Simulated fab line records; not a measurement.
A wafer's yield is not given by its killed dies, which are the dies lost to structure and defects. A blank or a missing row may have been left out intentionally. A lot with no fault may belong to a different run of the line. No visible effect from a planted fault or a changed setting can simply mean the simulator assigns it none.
Which tool is to blame? :: flow sky130 :: 14 lots, 42 wafers sampled, at 1 step of a route of 708

## WHAT THE GAUGES READ, wafer by wafer
The record lacks any reading of a measuring or inspecting step that a usual standard deviation could be used to judge.

## WHICH TOOL RAN EACH LOT (tool, then ch and the chambers of the sampled wafers, then the start)
lot: L792
SKY_SONOS_ONO_OXIDATION_00: furnace-02 ch 0, day 11 22:14

lot: L793
SKY_SONOS_ONO_OXIDATION_00: furnace-02 ch 0, day 12 05:22

lot: L794
SKY_SONOS_ONO_OXIDATION_00: furnace-02 ch 0, day 12 09:10

lot: L796
SKY_SONOS_ONO_OXIDATION_00: furnace-02 ch 0, day 13 00:00

lot: L797
SKY_SONOS_ONO_OXIDATION_00: furnace-02 ch 0, day 13 11:19

lot: L798
SKY_SONOS_ONO_OXIDATION_00: furnace-02 ch 0, day 13 19:14

lot: L799
SKY_SONOS_ONO_OXIDATION_00: furnace-02 ch 0, day 14 03:13

lot: L802
SKY_SONOS_ONO_OXIDATION_00: furnace-01 ch 0, day 15 07:44

lot: L804
SKY_SONOS_ONO_OXIDATION_00: furnace-01 ch 0, day 16 06:38

lot: L808
SKY_SONOS_ONO_OXIDATION_00: furnace-02 ch 0, day 17 18:42

lot: L809
SKY_SONOS_ONO_OXIDATION_00: furnace-02, day 18 01:46

lot: L810
SKY_SONOS_ONO_OXIDATION_00: furnace-02, day 18 01:46

lot: L811
SKY_SONOS_ONO_OXIDATION_00: furnace-02 ch 0, day 18 14:16

lot: L815
SKY_SONOS_ONO_OXIDATION_00: furnace-01 ch 0, day 19 12:02
- SKY_SONOS_ONO_OXIDATION_00: stabilise 600 s, purge 300 s, target thk 2.6 nm.

## WHAT THE TOOLS THEMSELVES READ (means of the sampled wafers that have a number; where no wafer has one, the mark that the record gives instead)
SKY_SONOS_ONO_OXIDATION_00.
lot: L792
tool: furnace-02
ox_temp_c (C): 799.9
ox_temp_c_max: 803.2
ramp_up_c_per_min: 10.0010
zone_power_bottom_pct (%): 21.6

lot: L793
tool: furnace-02
ox_temp_c (C): 799.7
ox_temp_c_max: 803.4
ramp_up_c_per_min: 9.9999
zone_power_bottom_pct (%): 21.2

lot: L794
tool: furnace-02
ox_temp_c (C): 800.3
ox_temp_c_max: 804.2
ramp_up_c_per_min: 9.9992
zone_power_bottom_pct (%): 21.5

lot: L796
tool: furnace-02
ox_temp_c (C): 800.1
ox_temp_c_max: 803.5
ramp_up_c_per_min: 10.0007
zone_power_bottom_pct (%): 21.7

lot: L797
tool: furnace-02
ox_temp_c (C): 799.8
ox_temp_c_max: 803.1
ramp_up_c_per_min: 9.9985
zone_power_bottom_pct (%): 21.6

lot: L798
tool: furnace-02
ox_temp_c (C): 800.2
ox_temp_c_max: 803.5
ramp_up_c_per_min: 10.0011
zone_power_bottom_pct (%): 21.5

lot: L799
tool: furnace-02
ox_temp_c (C): 800.1
ox_temp_c_max: 803.2
ramp_up_c_per_min: 9.9993
zone_power_bottom_pct (%): 21.4

lot: L802
tool: furnace-01
ox_temp_c (C): 800.4
ox_temp_c_max: 805.8
ramp_up_c_per_min: 10.0013
zone_power_bottom_pct (%): 19.7

lot: L804
tool: furnace-01
ox_temp_c (C): 800.0
ox_temp_c_max: 804.0
ramp_up_c_per_min: 9.9983
zone_power_bottom_pct (%): 19.6

lot: L808
tool: furnace-02
ox_temp_c (C): 800.3
ox_temp_c_max: 803.6
ramp_up_c_per_min: 9.9991
zone_power_bottom_pct (%): 21.5

lot: L809
tool: furnace-02
ox_temp_c (C): -
ox_temp_c_max: -
ramp_up_c_per_min: -
zone_power_bottom_pct (%): -

lot: L810
tool: furnace-02
ox_temp_c (C): -
ox_temp_c_max: -
ramp_up_c_per_min: -
zone_power_bottom_pct (%): -

lot: L811
tool: furnace-02
ox_temp_c (C): 799.9
ox_temp_c_max: 803.9
ramp_up_c_per_min: 10.0005
zone_power_bottom_pct (%): 21.3

lot: L815
tool: furnace-01
ox_temp_c (C): 799.9
ox_temp_c_max: 805.7
ramp_up_c_per_min: 9.9988
zone_power_bottom_pct (%): 19.8

## THE ANSWER, worked out from the rows above alone
Rule: what is usual is taken from the lots themselves. Put in order of their means at a reading, lots are off if they are a third of the lots or fewer, leave a main group of 4 or more, and stand apart from it by a gap of 3 or more times the standard deviation of the main group's means; of several such gaps the widest counts. A main group is skipped when, at the precision printed for the reading in the tables above, its means are all equal. A lot without any number at a reading at which 4 lots or more have one is off too. Any other lot the step has rows for is counted as sound. Order of review: gauges by route order, followed by the tools' own readings, for which a lot's mean as printed above is used. At the first step where some lot is off, the reading lying furthest off is the one used; lots without a number count as furthest.
Off, at SKY_SONOS_ONO_OXIDATION_00 on ox_temp_c: L809, L810. Without a number there: L809, L810. The main group has a mean of 800.0 C with a standard deviation of 0.21.
If a tool, at that step or one of the process steps before it, ran each lot that is off and ran no sound lot following the first of them, it fits. No candidate that was tried fits.

## WHAT THE SIMULATOR HAD INSERTED
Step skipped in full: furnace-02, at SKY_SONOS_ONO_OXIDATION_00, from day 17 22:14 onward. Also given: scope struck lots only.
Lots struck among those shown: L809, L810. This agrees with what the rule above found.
